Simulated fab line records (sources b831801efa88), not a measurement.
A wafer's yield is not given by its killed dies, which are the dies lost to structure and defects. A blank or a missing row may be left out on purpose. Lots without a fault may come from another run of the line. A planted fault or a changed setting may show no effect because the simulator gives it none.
fab line records :: flow sky130
record
  lots=13
  wafers=39
  lastDay=51
route steps=708 shown SD_N@353 METAL3@564 CAP2M@604 VIA4@657
lots untouched by any fault: they come from a run of this same line in which no faults occurred
startH: hours from the record's opening day to when the first of the lot's shown wafers began :: waitH: how many hours have passed since the lot's step before this one :: " the same as in the row above :: L1.1+2: a single row standing in for several wafers :: - no value, or no start was given :: * or withheld: withheld :: < > ~ a bound
route shown NAME@n: names a module that has steps shown in the file, with the first one's number in the route :: usual: mean/standard deviation taken from wafers without a fault :: same: alike in all rows :: chamber/n: place in a boat :: sites: per-site readings :: _std_site: the standard deviation of these :: _edge_site: the outer-site mean with the inner-site mean subtracted :: radiusMm: how far each site lies from the wafer's centre :: mask NAME#n: copy n :: behind: tool/chamber where the wafer was last shaped :: hold: the reason the lot was held/the length of the hold in hours/how it ended :: device: the n, p or np transistor that did not switch :: end of line: at the end of the route, the tests of the same wafers :: a step with no rows: only its recipe :: killed: count of dies lost to structure and defects at first sort (not the wafer's yield) :: map: a wafer's dies, x killed, . not, _ none there
set.NAME: setting as actually run; set.NAME@STEP: the setting as run at that earlier step :: model.NAME: the simulator's own value behind a step, which no gauge read
steps of the route over a sample of lots; a table a step, a row a wafer
services: a tool's chamber out of use, with start hour (startH, from the record's first day; less than 0 if before it), hours out, and reason
## steps
# step SKY_SD_N_STRIP_11
# recipe
  chemistry=O2/N2
  powerW=1400
  pressureMtorr=1500
  platenTempC=withheld
  o2FlowSccm=3000
  n2FlowSccm=300
  overashFraction=0.5
# usual
  drypumpMotorCurrentA=6.0/0.47
  o2FlowSccm=3001/9.6
  oesProductAu=0.527/0.0046
  stripTimeToEndpointS=22.55/0.038
lot.wafer: L337.1
tool: plasmaAsher-03
chamber: 0
startH: 672.47
waitH: 0.1
drypumpMotorCurrentA: 5.3
o2FlowSccm: 3011
oesProductAu: 0.525
rfHoursCounterH: 83
stripTimeToEndpointS: 22.53

lot.wafer: L337.4
tool: plasmaAsher-03
chamber: 1
startH: 672.47
waitH: 0.1
drypumpMotorCurrentA: 6.4
o2FlowSccm: 3016
oesProductAu: 0.527
rfHoursCounterH: -
stripTimeToEndpointS: 22.56

lot.wafer: L337.5
tool: plasmaAsher-03
chamber: 1
startH: 672.47
waitH: 0.1
drypumpMotorCurrentA: 6.4
o2FlowSccm: 3000
oesProductAu: 0.524
rfHoursCounterH: -
stripTimeToEndpointS: 22.56

lot.wafer: L339.1
tool: plasmaAsher-01
chamber: 0
startH: 681.80
waitH: 0.1
drypumpMotorCurrentA: 6.4
o2FlowSccm: 3002
oesProductAu: 0.536
rfHoursCounterH: 58
stripTimeToEndpointS: 22.45

lot.wafer: L339.4
tool: plasmaAsher-01
chamber: 1
startH: 681.80
waitH: 0.1
drypumpMotorCurrentA: 6.5
o2FlowSccm: 3016
oesProductAu: 0.524
rfHoursCounterH: -
stripTimeToEndpointS: 22.52

lot.wafer: L339.6
tool: plasmaAsher-01
chamber: 1
startH: 681.80
waitH: 0.1
drypumpMotorCurrentA: 6.5
o2FlowSccm: 3020
oesProductAu: 0.539
rfHoursCounterH: -
stripTimeToEndpointS: 22.55

lot.wafer: L340.1
tool: plasmaAsher-04
chamber: 0
startH: 688.00
waitH: 0.1
drypumpMotorCurrentA: 5.5
o2FlowSccm: 3000
oesProductAu: 0.524
rfHoursCounterH: 101
stripTimeToEndpointS: 22.57

lot.wafer: L340.5
tool: plasmaAsher-04
chamber: 1
startH: 688.00
waitH: 0.1
drypumpMotorCurrentA: 5.6
o2FlowSccm: 2999
oesProductAu: 0.531
rfHoursCounterH: -
stripTimeToEndpointS: 22.57

lot.wafer: L340.6
tool: plasmaAsher-04
chamber: 0
startH: 688.00
waitH: 0.1
drypumpMotorCurrentA: 5.5
o2FlowSccm: 3004
oesProductAu: 0.533
rfHoursCounterH: -
stripTimeToEndpointS: 22.54

lot.wafer: L342.1
tool: plasmaAsher-01
chamber: 0
startH: 711.50
waitH: 0.1
drypumpMotorCurrentA: 6.4
o2FlowSccm: 2400
oesProductAu: 0.522
rfHoursCounterH: 61
stripTimeToEndpointS: 22.97

lot.wafer: L342.2
tool: plasmaAsher-01
chamber: 1
startH: 711.50
waitH: 0.1
drypumpMotorCurrentA: 6.5
o2FlowSccm: 2415
oesProductAu: 0.528
rfHoursCounterH: 61
stripTimeToEndpointS: 22.94

lot.wafer: L342.6
tool: plasmaAsher-01
chamber: 1
startH: 711.50
waitH: 0.1
drypumpMotorCurrentA: 6.5
o2FlowSccm: 2395
oesProductAu: 0.527
rfHoursCounterH: -
stripTimeToEndpointS: 22.94

lot.wafer: L346.2
tool: plasmaAsher-01
chamber: 0
startH: 730.85
waitH: 0.1
drypumpMotorCurrentA: 6.4
o2FlowSccm: 2411
oesProductAu: 0.522
rfHoursCounterH: 63
stripTimeToEndpointS: 22.93

lot.wafer: L346.4
tool: plasmaAsher-01
chamber: 1
startH: 730.85
waitH: 0.1
drypumpMotorCurrentA: 6.5
o2FlowSccm: 2389
oesProductAu: 0.524
rfHoursCounterH: -
stripTimeToEndpointS: 22.88

lot.wafer: L346.6
tool: plasmaAsher-01
chamber: 1
startH: 730.85
waitH: 0.1
drypumpMotorCurrentA: 6.5
o2FlowSccm: 2389
oesProductAu: 0.518
rfHoursCounterH: -
stripTimeToEndpointS: 22.93

lot.wafer: L349.2
tool: plasmaAsher-04
chamber: 0
startH: 755.12
waitH: 0.1
drypumpMotorCurrentA: 5.6
o2FlowSccm: 3000
oesProductAu: 0.518
rfHoursCounterH: 1
stripTimeToEndpointS: 22.55

lot.wafer: L349.3
tool: plasmaAsher-04
chamber: 0
startH: 755.12
waitH: 0.1
drypumpMotorCurrentA: 5.5
o2FlowSccm: 3007
oesProductAu: 0.536
rfHoursCounterH: -
stripTimeToEndpointS: 22.51

lot.wafer: L349.4
tool: plasmaAsher-04
chamber: 1
startH: 755.12
waitH: 0.1
drypumpMotorCurrentA: 5.6
o2FlowSccm: 2989
oesProductAu: 0.535
rfHoursCounterH: -
stripTimeToEndpointS: 22.53

lot.wafer: L352.3
tool: plasmaAsher-04
chamber: 0
startH: 787.23
waitH: 0.1
drypumpMotorCurrentA: 5.5
o2FlowSccm: 3009
oesProductAu: 0.528
rfHoursCounterH: -
stripTimeToEndpointS: 22.57

lot.wafer: L352.5
tool: plasmaAsher-04
chamber: 1
startH: 787.23
waitH: 0.1
drypumpMotorCurrentA: 5.6
o2FlowSccm: 2999
oesProductAu: 0.523
rfHoursCounterH: -
stripTimeToEndpointS: 22.56

lot.wafer: L352.6
tool: plasmaAsher-04
chamber: 0
startH: 787.23
waitH: 0.1
drypumpMotorCurrentA: 5.5
o2FlowSccm: 3002
oesProductAu: 0.518
rfHoursCounterH: -
stripTimeToEndpointS: 22.54

lot.wafer: L353.2
tool: plasmaAsher-01
chamber: 1
startH: 805.19
waitH: 0.1
drypumpMotorCurrentA: 6.5
o2FlowSccm: 2997
oesProductAu: 0.520
rfHoursCounterH: 70
stripTimeToEndpointS: 22.49

lot.wafer: L353.3
tool: plasmaAsher-01
chamber: 0
startH: 805.19
waitH: 0.1
drypumpMotorCurrentA: 6.4
o2FlowSccm: 3003
oesProductAu: 0.532
rfHoursCounterH: -
stripTimeToEndpointS: 22.50

lot.wafer: L353.6
tool: plasmaAsher-01
chamber: 1
startH: 805.19
waitH: 0.1
drypumpMotorCurrentA: 6.5
o2FlowSccm: 2986
oesProductAu: 0.531
rfHoursCounterH: -
stripTimeToEndpointS: 22.48

lot.wafer: L354.1
tool: plasmaAsher-03
chamber: 1
startH: 805.49
waitH: 0.1
drypumpMotorCurrentA: 6.4
o2FlowSccm: 3009
oesProductAu: 0.532
rfHoursCounterH: 94
stripTimeToEndpointS: 22.51

lot.wafer: L354.2
tool: plasmaAsher-03
chamber: 0
startH: 805.49
waitH: 0.1
drypumpMotorCurrentA: 5.3
o2FlowSccm: 3006
oesProductAu: 0.521
rfHoursCounterH: 94
stripTimeToEndpointS: 22.50

lot.wafer: L354.3
tool: plasmaAsher-03
chamber: 1
startH: 805.49
waitH: 0.1
drypumpMotorCurrentA: 6.5
o2FlowSccm: 3001
oesProductAu: 0.525
rfHoursCounterH: -
stripTimeToEndpointS: 22.50

lot.wafer: L358.1
tool: plasmaAsher-01
chamber: 1
startH: 831.00
waitH: 0.1
drypumpMotorCurrentA: 6.5
o2FlowSccm: 2984
oesProductAu: 0.532
rfHoursCounterH: 72
stripTimeToEndpointS: 22.54

lot.wafer: L358.2
tool: plasmaAsher-01
chamber: 0
startH: 831.00
waitH: 0.1
drypumpMotorCurrentA: 6.4
o2FlowSccm: 2995
oesProductAu: 0.522
rfHoursCounterH: 72
stripTimeToEndpointS: 22.54

lot.wafer: L358.5
tool: plasmaAsher-01
chamber: 0
startH: 831.00
waitH: 0.1
drypumpMotorCurrentA: 6.4
o2FlowSccm: 3018
oesProductAu: 0.522
rfHoursCounterH: -
stripTimeToEndpointS: 22.53

lot.wafer: L356.1
tool: plasmaAsher-03
chamber: 0
startH: 833.10
waitH: 0.1
drypumpMotorCurrentA: 5.3
o2FlowSccm: 3001
oesProductAu: 0.523
rfHoursCounterH: 97
stripTimeToEndpointS: 22.60

lot.wafer: L356.3
tool: plasmaAsher-03
chamber: 0
startH: 833.10
waitH: 0.1
drypumpMotorCurrentA: 5.3
o2FlowSccm: 3012
oesProductAu: 0.533
rfHoursCounterH: -
stripTimeToEndpointS: 22.58

lot.wafer: L356.4
tool: plasmaAsher-03
chamber: 1
startH: 833.10
waitH: 0.1
drypumpMotorCurrentA: 6.4
o2FlowSccm: 2994
oesProductAu: 0.519
rfHoursCounterH: -
stripTimeToEndpointS: 22.55

lot.wafer: L359.4
tool: plasmaAsher-04
chamber: 0
startH: 837.00
waitH: 0.1
drypumpMotorCurrentA: 5.5
o2FlowSccm: 3015
oesProductAu: 0.526
rfHoursCounterH: -
stripTimeToEndpointS: 22.54

lot.wafer: L359.5
tool: plasmaAsher-04
chamber: 1
startH: 837.00
waitH: 0.1
drypumpMotorCurrentA: 5.6
o2FlowSccm: 2991
oesProductAu: 0.521
rfHoursCounterH: -
stripTimeToEndpointS: 22.51

lot.wafer: L359.6
tool: plasmaAsher-04
chamber: 0
startH: 837.00
waitH: 0.1
drypumpMotorCurrentA: 5.5
o2FlowSccm: 3015
oesProductAu: 0.525
rfHoursCounterH: -
stripTimeToEndpointS: 22.57

lot.wafer: L360.1
tool: plasmaAsher-01
chamber: 0
startH: 845.30
waitH: 0.1
drypumpMotorCurrentA: 6.4
o2FlowSccm: 3009
oesProductAu: 0.526
rfHoursCounterH: 74
stripTimeToEndpointS: 22.55

lot.wafer: L360.4
tool: plasmaAsher-01
chamber: 0
startH: 845.30
waitH: 0.1
drypumpMotorCurrentA: 6.4
o2FlowSccm: 3013
oesProductAu: 0.528
rfHoursCounterH: -
stripTimeToEndpointS: 22.56

lot.wafer: L360.6
tool: plasmaAsher-01
chamber: 1
startH: 845.30
waitH: 0.1
drypumpMotorCurrentA: 6.5
o2FlowSccm: 2989
oesProductAu: 0.525
rfHoursCounterH: -
stripTimeToEndpointS: 22.54
# step SKY_METAL3_OVL_MEAS_14
# usual
  METAL3_OVL=-3/5.4
lot.wafer: L337.1
tool: overlay-01
chamber: -
startH: 928.91
waitH: 0.1
METAL3_OVL[nm]: 14

lot.wafer: L337.4
tool: overlay-01
chamber: -
startH: 928.91
waitH: 0.1
METAL3_OVL[nm]: -3

lot.wafer: L337.5
tool: overlay-01
chamber: -
startH: 928.91
waitH: 0.1
METAL3_OVL[nm]: 2

lot.wafer: L339.1
tool: overlay-02
chamber: -
startH: 935.02
waitH: 0.1
METAL3_OVL[nm]: -14

lot.wafer: L339.4
tool: overlay-02
chamber: -
startH: 935.02
waitH: 0.1
METAL3_OVL[nm]: -9

lot.wafer: L339.6
tool: overlay-02
chamber: -
startH: 935.02
waitH: 0.1
METAL3_OVL[nm]: -6

lot.wafer: L340.1
tool: overlay-01
chamber: -
startH: 944.97
waitH: 0.1
METAL3_OVL[nm]: 2

lot.wafer: L340.5
tool: overlay-01
chamber: -
startH: 944.97
waitH: 0.1
METAL3_OVL[nm]: 0

lot.wafer: L340.6
tool: overlay-01
chamber: -
startH: 944.97
waitH: 0.1
METAL3_OVL[nm]: -4

lot.wafer: L342.1
tool: overlay-02
chamber: -
startH: 961.40
waitH: 0.1
METAL3_OVL[nm]: -10

lot.wafer: L342.2
tool: overlay-02
chamber: -
startH: 961.40
waitH: 0.1
METAL3_OVL[nm]: -9

lot.wafer: L342.6
tool: overlay-02
chamber: -
startH: 961.40
waitH: 0.1
METAL3_OVL[nm]: -9

lot.wafer: L346.2
tool: overlay-01
chamber: -
startH: 979.77
waitH: 0.1
METAL3_OVL[nm]: 0

lot.wafer: L346.4
tool: overlay-01
chamber: -
startH: 979.77
waitH: 0.1
METAL3_OVL[nm]: -2

lot.wafer: L346.6
tool: overlay-01
chamber: -
startH: 979.77
waitH: 0.1
METAL3_OVL[nm]: 0

lot.wafer: L349.2
tool: overlay-02
chamber: -
startH: 1001.15
waitH: 0.1
METAL3_OVL[nm]: -1

lot.wafer: L349.3
tool: overlay-02
chamber: -
startH: 1001.15
waitH: 0.1
METAL3_OVL[nm]: 1

lot.wafer: L349.4
tool: overlay-02
chamber: -
startH: 1001.15
waitH: 0.1
METAL3_OVL[nm]: -4

lot.wafer: L352.3
tool: overlay-01
chamber: -
startH: 1028.53
waitH: 0.1
METAL3_OVL[nm]: 0

lot.wafer: L352.5
tool: overlay-01
chamber: -
startH: 1028.53
waitH: 0.1
METAL3_OVL[nm]: 5

lot.wafer: L352.6
tool: overlay-01
chamber: -
startH: 1028.53
waitH: 0.1
METAL3_OVL[nm]: 1

lot.wafer: L353.2
tool: overlay-01
chamber: -
startH: 1045.67
waitH: 0.1
METAL3_OVL[nm]: -11

lot.wafer: L353.3
tool: overlay-01
chamber: -
startH: 1045.67
waitH: 0.1
METAL3_OVL[nm]: -6

lot.wafer: L353.6
tool: overlay-01
chamber: -
startH: 1045.67
waitH: 0.1
METAL3_OVL[nm]: -7

lot.wafer: L354.1
tool: overlay-01
chamber: -
startH: 1046.61
waitH: 0.1
METAL3_OVL[nm]: 10

lot.wafer: L354.2
tool: overlay-01
chamber: -
startH: 1046.61
waitH: 0.1
METAL3_OVL[nm]: -4

lot.wafer: L354.3
tool: overlay-01
chamber: -
startH: 1046.61
waitH: 0.1
METAL3_OVL[nm]: 7

lot.wafer: L358.1
tool: overlay-02
chamber: -
startH: 1066.61
waitH: 0.1
METAL3_OVL[nm]: 3

lot.wafer: L358.2
tool: overlay-02
chamber: -
startH: 1066.61
waitH: 0.1
METAL3_OVL[nm]: 4

lot.wafer: L358.5
tool: overlay-02
chamber: -
startH: 1066.61
waitH: 0.1
METAL3_OVL[nm]: 6

lot.wafer: L356.1
tool: overlay-02
chamber: -
startH: 1069.01
waitH: 0.1
METAL3_OVL[nm]: -3

lot.wafer: L356.3
tool: overlay-02
chamber: -
startH: 1069.01
waitH: 0.1
METAL3_OVL[nm]: -4

lot.wafer: L356.4
tool: overlay-02
chamber: -
startH: 1069.01
waitH: 0.1
METAL3_OVL[nm]: -1

lot.wafer: L359.4
tool: overlay-02
chamber: -
startH: 1073.44
waitH: 0.1
METAL3_OVL[nm]: 2

lot.wafer: L359.5
tool: overlay-02
chamber: -
startH: 1073.44
waitH: 0.1
METAL3_OVL[nm]: 2

lot.wafer: L359.6
tool: overlay-02
chamber: -
startH: 1073.44
waitH: 0.1
METAL3_OVL[nm]: -13

lot.wafer: L360.1
tool: overlay-01
chamber: -
startH: 1078.82
waitH: 0.1
METAL3_OVL[nm]: 0

lot.wafer: L360.4
tool: overlay-01
chamber: -
startH: 1078.82
waitH: 0.1
METAL3_OVL[nm]: 1

lot.wafer: L360.6
tool: overlay-01
chamber: -
startH: 1078.82
waitH: 0.1
METAL3_OVL[nm]: -4
# step SKY_CAP2M_THK_MEAS_01
# recipe
  reads=SiO2_of_CAP2M_CVD_00
# usual
  CAP2M_CVD_00_THK=15.48/0.25
lot.wafer: L337.1
tool: filmMetro-02
chamber: -
startH: 957.51
waitH: -
CAP2M_CVD_00_THK[nm]: 15.63

lot.wafer: L337.4
tool: filmMetro-02
chamber: -
startH: 957.51
waitH: -
CAP2M_CVD_00_THK[nm]: 15.81

lot.wafer: L337.5
tool: filmMetro-02
chamber: -
startH: 957.51
waitH: -
CAP2M_CVD_00_THK[nm]: 15.78

lot.wafer: L339.1
tool: filmMetro-02
chamber: -
startH: 962.98
waitH: -
CAP2M_CVD_00_THK[nm]: 15.71

lot.wafer: L339.4
tool: filmMetro-02
chamber: -
startH: 962.98
waitH: -
CAP2M_CVD_00_THK[nm]: 15.72

lot.wafer: L339.6
tool: filmMetro-02
chamber: -
startH: 962.98
waitH: -
CAP2M_CVD_00_THK[nm]: 15.85

lot.wafer: L340.1
tool: filmMetro-04
chamber: -
startH: 973.90
waitH: -
CAP2M_CVD_00_THK[nm]: 15.33

lot.wafer: L340.5
tool: filmMetro-04
chamber: -
startH: 973.90
waitH: -
CAP2M_CVD_00_THK[nm]: 15.66

lot.wafer: L340.6
tool: filmMetro-04
chamber: -
startH: 973.90
waitH: -
CAP2M_CVD_00_THK[nm]: 15.53

lot.wafer: L342.1
tool: filmMetro-04
chamber: -
startH: 988.73
waitH: -
CAP2M_CVD_00_THK[nm]: 15.33

lot.wafer: L342.2
tool: filmMetro-04
chamber: -
startH: 988.73
waitH: -
CAP2M_CVD_00_THK[nm]: 15.49

lot.wafer: L342.6
tool: filmMetro-04
chamber: -
startH: 988.73
waitH: -
CAP2M_CVD_00_THK[nm]: 15.97

lot.wafer: L346.2
tool: filmMetro-01
chamber: -
startH: 1007.68
waitH: -
CAP2M_CVD_00_THK[nm]: 15.23

lot.wafer: L346.4
tool: filmMetro-01
chamber: -
startH: 1007.68
waitH: -
CAP2M_CVD_00_THK[nm]: 15.52

lot.wafer: L346.6
tool: filmMetro-01
chamber: -
startH: 1007.68
waitH: -
CAP2M_CVD_00_THK[nm]: 15.52

lot.wafer: L349.2
tool: filmMetro-04
chamber: -
startH: 1027.98
waitH: -
CAP2M_CVD_00_THK[nm]: 15.84

lot.wafer: L349.3
tool: filmMetro-04
chamber: -
startH: 1027.98
waitH: -
CAP2M_CVD_00_THK[nm]: 15.50

lot.wafer: L349.4
tool: filmMetro-04
chamber: -
startH: 1027.98
waitH: -
CAP2M_CVD_00_THK[nm]: 15.87

lot.wafer: L352.3
tool: filmMetro-01
chamber: -
startH: 1054.79
waitH: -
CAP2M_CVD_00_THK[nm]: 15.23

lot.wafer: L352.5
tool: filmMetro-01
chamber: -
startH: 1054.79
waitH: -
CAP2M_CVD_00_THK[nm]: 15.92

lot.wafer: L352.6
tool: filmMetro-01
chamber: -
startH: 1054.79
waitH: -
CAP2M_CVD_00_THK[nm]: 15.59

lot.wafer: L353.2
tool: filmMetro-04
chamber: -
startH: 1072.10
waitH: -
CAP2M_CVD_00_THK[nm]: 15.29

lot.wafer: L353.3
tool: filmMetro-04
chamber: -
startH: 1072.10
waitH: -
CAP2M_CVD_00_THK[nm]: 15.17

lot.wafer: L353.6
tool: filmMetro-04
chamber: -
startH: 1072.10
waitH: -
CAP2M_CVD_00_THK[nm]: 15.14

lot.wafer: L354.1
tool: filmMetro-01
chamber: -
startH: 1073.74
waitH: -
CAP2M_CVD_00_THK[nm]: 15.32

lot.wafer: L354.2
tool: filmMetro-01
chamber: -
startH: 1073.74
waitH: -
CAP2M_CVD_00_THK[nm]: 14.96

lot.wafer: L354.3
tool: filmMetro-01
chamber: -
startH: 1073.74
waitH: -
CAP2M_CVD_00_THK[nm]: 15.51

lot.wafer: L358.1
tool: filmMetro-04
chamber: -
startH: 1091.89
waitH: -
CAP2M_CVD_00_THK[nm]: 15.27

lot.wafer: L358.2
tool: filmMetro-04
chamber: -
startH: 1091.89
waitH: -
CAP2M_CVD_00_THK[nm]: 15.15

lot.wafer: L358.5
tool: filmMetro-04
chamber: -
startH: 1091.89
waitH: -
CAP2M_CVD_00_THK[nm]: 15.59

lot.wafer: L356.1
tool: filmMetro-04
chamber: -
startH: 1094.47
waitH: -
CAP2M_CVD_00_THK[nm]: 15.92

lot.wafer: L356.3
tool: filmMetro-04
chamber: -
startH: 1094.47
waitH: -
CAP2M_CVD_00_THK[nm]: 15.49

lot.wafer: L356.4
tool: filmMetro-04
chamber: -
startH: 1094.47
waitH: -
CAP2M_CVD_00_THK[nm]: 15.68

lot.wafer: L359.4
tool: filmMetro-01
chamber: -
startH: 1098.54
waitH: -
CAP2M_CVD_00_THK[nm]: 15.58

lot.wafer: L359.5
tool: filmMetro-01
chamber: -
startH: 1098.54
waitH: -
CAP2M_CVD_00_THK[nm]: 15.34

lot.wafer: L359.6
tool: filmMetro-01
chamber: -
startH: 1098.54
waitH: -
CAP2M_CVD_00_THK[nm]: 15.55

lot.wafer: L360.1
tool: filmMetro-02
chamber: -
startH: 1103.50
waitH: -
CAP2M_CVD_00_THK[nm]: 14.91

lot.wafer: L360.4
tool: filmMetro-02
chamber: -
startH: 1103.50
waitH: -
CAP2M_CVD_00_THK[nm]: 15.29

lot.wafer: L360.6
tool: filmMetro-02
chamber: -
startH: 1103.50
waitH: -
CAP2M_CVD_00_THK[nm]: 15.62
# step SKY_VIA4_CVD_18
# recipe
  material=W
  targetThkNm=505
  timeS=152.14
  tempC=400
  pressureTorr=40
# usual
  heaterPowerW=814/31
  susceptorTempC=400.01/0.22
lot.wafer: L337.1
tool: cvdW-01
chamber: 1
startH: 1031.81
waitH: 0.0
heaterPowerW: 840
susceptorTempC: 400.08

lot.wafer: L337.4
tool: cvdW-01
chamber: 1
startH: 1031.81
waitH: 0.0
heaterPowerW: 843
susceptorTempC: 400.24

lot.wafer: L337.5
tool: cvdW-01
chamber: 0
startH: 1031.81
waitH: 0.0
heaterPowerW: 812
susceptorTempC: 399.98

lot.wafer: L339.1
tool: cvdW-02
chamber: 0
startH: 1036.70
waitH: 0.0
heaterPowerW: 787
susceptorTempC: 399.95

lot.wafer: L339.4
tool: cvdW-02
chamber: 0
startH: 1036.70
waitH: 0.0
heaterPowerW: 821
susceptorTempC: 400.10

lot.wafer: L339.6
tool: cvdW-02
chamber: 0
startH: 1036.70
waitH: 0.0
heaterPowerW: 803
susceptorTempC: 400.02

lot.wafer: L340.1
tool: cvdW-02
chamber: 0
startH: 1047.55
waitH: 0.0
heaterPowerW: 796
susceptorTempC: 400.13

lot.wafer: L340.5
tool: cvdW-02
chamber: 1
startH: 1047.55
waitH: 0.0
heaterPowerW: 775
susceptorTempC: 400.01

lot.wafer: L340.6
tool: cvdW-02
chamber: 0
startH: 1047.55
waitH: 0.0
heaterPowerW: 787
susceptorTempC: 400.14

lot.wafer: L342.1
tool: cvdW-02
chamber: 1
startH: 1060.88
waitH: 0.0
heaterPowerW: 760
susceptorTempC: 399.87

lot.wafer: L342.2
tool: cvdW-02
chamber: 0
startH: 1060.88
waitH: 0.0
heaterPowerW: 810
susceptorTempC: 400.00

lot.wafer: L342.6
tool: cvdW-02
chamber: 1
startH: 1060.88
waitH: 0.0
heaterPowerW: 764
susceptorTempC: 399.91

lot.wafer: L346.2
tool: cvdW-01
chamber: 0
startH: 1079.15
waitH: 0.0
heaterPowerW: 826
susceptorTempC: 399.94

lot.wafer: L346.4
tool: cvdW-01
chamber: 1
startH: 1079.15
waitH: 0.0
heaterPowerW: 853
susceptorTempC: 400.00

lot.wafer: L346.6
tool: cvdW-01
chamber: 1
startH: 1079.15
waitH: 0.0
heaterPowerW: 857
susceptorTempC: 399.81

lot.wafer: L349.2
tool: cvdW-01
chamber: 1
startH: 1097.86
waitH: 0.0
heaterPowerW: 856
susceptorTempC: 399.64

lot.wafer: L349.3
tool: cvdW-01
chamber: 0
startH: 1097.86
waitH: 0.0
heaterPowerW: 800
susceptorTempC: 399.86

lot.wafer: L349.4
tool: cvdW-01
chamber: 1
startH: 1097.86
waitH: 0.0
heaterPowerW: 832
susceptorTempC: 399.84

lot.wafer: L352.3
tool: cvdW-02
chamber: 1
startH: 1123.08
waitH: 0.1
heaterPowerW: 797
susceptorTempC: 400.00

lot.wafer: L352.5
tool: cvdW-02
chamber: 0
startH: 1123.08
waitH: 0.1
heaterPowerW: 805
susceptorTempC: 400.52

lot.wafer: L352.6
tool: cvdW-02
chamber: 1
startH: 1123.08
waitH: 0.1
heaterPowerW: 757
susceptorTempC: 400.04

lot.wafer: L353.2
tool: cvdW-02
chamber: 0
startH: 1138.87
waitH: 0.0
heaterPowerW: 784
susceptorTempC: 399.84

lot.wafer: L353.3
tool: cvdW-02
chamber: 1
startH: 1138.87
waitH: 0.0
heaterPowerW: 758
susceptorTempC: 400.45

lot.wafer: L353.6
tool: cvdW-02
chamber: 1
startH: 1138.87
waitH: 0.0
heaterPowerW: 793
susceptorTempC: 400.05

lot.wafer: L354.1
tool: cvdW-02
chamber: 0
startH: 1140.71
waitH: 0.0
heaterPowerW: 803
susceptorTempC: 400.04

lot.wafer: L354.2
tool: cvdW-02
chamber: 1
startH: 1140.71
waitH: 0.0
heaterPowerW: 756
susceptorTempC: 399.80

lot.wafer: L354.3
tool: cvdW-02
chamber: 0
startH: 1140.71
waitH: 0.0
heaterPowerW: 807
susceptorTempC: 399.82

lot.wafer: L358.1
tool: cvdW-01
chamber: 0
startH: 1154.07
waitH: 0.0
heaterPowerW: 809
susceptorTempC: 400.00

lot.wafer: L358.2
tool: cvdW-01
chamber: 1
startH: 1154.07
waitH: 0.0
heaterPowerW: 865
susceptorTempC: 400.09

lot.wafer: L358.5
tool: cvdW-01
chamber: 0
startH: 1154.07
waitH: 0.0
heaterPowerW: 803
susceptorTempC: 400.21

lot.wafer: L356.1
tool: cvdW-02
chamber: 1
startH: 1156.95
waitH: 0.0
heaterPowerW: 780
susceptorTempC: 399.90

lot.wafer: L356.3
tool: cvdW-02
chamber: 1
startH: 1156.95
waitH: 0.0
heaterPowerW: 797
susceptorTempC: 399.50

lot.wafer: L356.4
tool: cvdW-02
chamber: 0
startH: 1156.95
waitH: 0.0
heaterPowerW: 797
susceptorTempC: 399.84

lot.wafer: L359.4
tool: cvdW-01
chamber: 1
startH: 1161.11
waitH: 0.1
heaterPowerW: 870
susceptorTempC: 400.14

lot.wafer: L359.5
tool: cvdW-01
chamber: 0
startH: 1161.11
waitH: 0.1
heaterPowerW: 814
susceptorTempC: 400.05

lot.wafer: L359.6
tool: cvdW-01
chamber: 1
startH: 1161.11
waitH: 0.1
heaterPowerW: 859
susceptorTempC: 400.28

lot.wafer: L360.1
tool: cvdW-02
chamber: 1
startH: 1166.14
waitH: 0.0
heaterPowerW: 767
susceptorTempC: 399.77

lot.wafer: L360.4
tool: cvdW-02
chamber: 1
startH: 1166.14
waitH: 0.0
heaterPowerW: 772
susceptorTempC: 399.59

lot.wafer: L360.6
tool: cvdW-02
chamber: 0
startH: 1166.14
waitH: 0.0
heaterPowerW: 803
susceptorTempC: 400.23
## services
tool: cvdW-02
chamber: 0
startH: 698.44
hours: 1.8
kind: repair

tool: plasmaAsher-04
chamber: -
startH: 710.14
hours: 1.0
kind: repair

tool: plasmaAsher-04
chamber: -
startH: 733.75
hours: 9.0
kind: pm

tool: plasmaAsher-03
chamber: -
startH: 762.55
hours: 14.6
kind: pm

tool: plasmaAsher-01
chamber: -
startH: 769.49
hours: 1.9
kind: repair

tool: plasmaAsher-01
chamber: -
startH: 785.53
hours: 2.8
kind: pm

tool: cvdW-02
chamber: -
startH: 810.75
hours: 6.9
kind: pm

tool: cvdW-02
chamber: -
startH: 851.18
hours: 1.1
kind: repair

tool: plasmaAsher-03
chamber: -
startH: 882.40
hours: 28.1
kind: pm

tool: plasmaAsher-04
chamber: -
startH: 887.83
hours: 0.8
kind: repair

tool: cvdW-02
chamber: -
startH: 890.42
hours: 2.9
kind: repair

tool: cvdW-01
chamber: -
startH: 904.00
hours: 14.0
kind: pm

tool: cvdW-01
chamber: 0
startH: 904.00
hours: 14.0
kind: ventCycle

tool: cvdW-01
chamber: 1
startH: 904.00
hours: 14.0
kind: ventCycle

tool: plasmaAsher-04
chamber: -
startH: 910.53
hours: 2.4
kind: repair

tool: cvdW-01
chamber: -
startH: 911.56
hours: 1.4
kind: repair

tool: plasmaAsher-03
chamber: -
startH: 932.99
hours: 3.8
kind: repair

tool: plasmaAsher-01
chamber: -
startH: 947.69
hours: 1.3
kind: repair

tool: cvdW-02
chamber: -
startH: 995.91
hours: 2.8
kind: pm

tool: cvdW-02
chamber: 1
startH: 1030.10
hours: 10.0
kind: repair

tool: plasmaAsher-03
chamber: -
startH: 1055.25
hours: 9.0
kind: pm

tool: plasmaAsher-03
chamber: -
startH: 1076.97
hours: 12.3
kind: repair

tool: plasmaAsher-03
chamber: -
startH: 1095.47
hours: 7.5
kind: repair

tool: plasmaAsher-01
chamber: -
startH: 1159.29
hours: 2.1
kind: repair
## key
firstSign
  step=SKY_SD_N_STRIP_11
  reading=o2FlowSccm
  direction=down
  sigmas=63
  usual=3001
  struck=2400
effect
  step=SKY_SD_N_STRIP_11
  reading=stripTimeToEndpointS
  direction=up
  sigmas=10
  usual=*
  struck=*
metAt SKY_SD_N_STRIP_11
struckLots L342,L346
testerLeftOut L342,L346
notActingAt SKY_METAL3_OVL_MEAS_14,SKY_CAP2M_THK_MEAS_01,SKY_VIA4_CVD_18
onsetBetween 681.80 711.50
fault
  kind=processParameterDrift
  tool=plasmaAsher-01
  chamber=-
  onsetH=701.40
  steps=SKY_SD_N_STRIP_11
  channel=o2FlowSccm
  offset=-600
  shape=step
  endH=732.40
  actsIn=theseRecipesOnly
  stated=3000
# testerLeftOut: of these lots the tester's yield and bins aren't shown, on N5 and GAA mostly nor the transistor test; their killed dies are dies lost to structure and defects alone, not to doping, threshold or leakage, so they don't give the yield
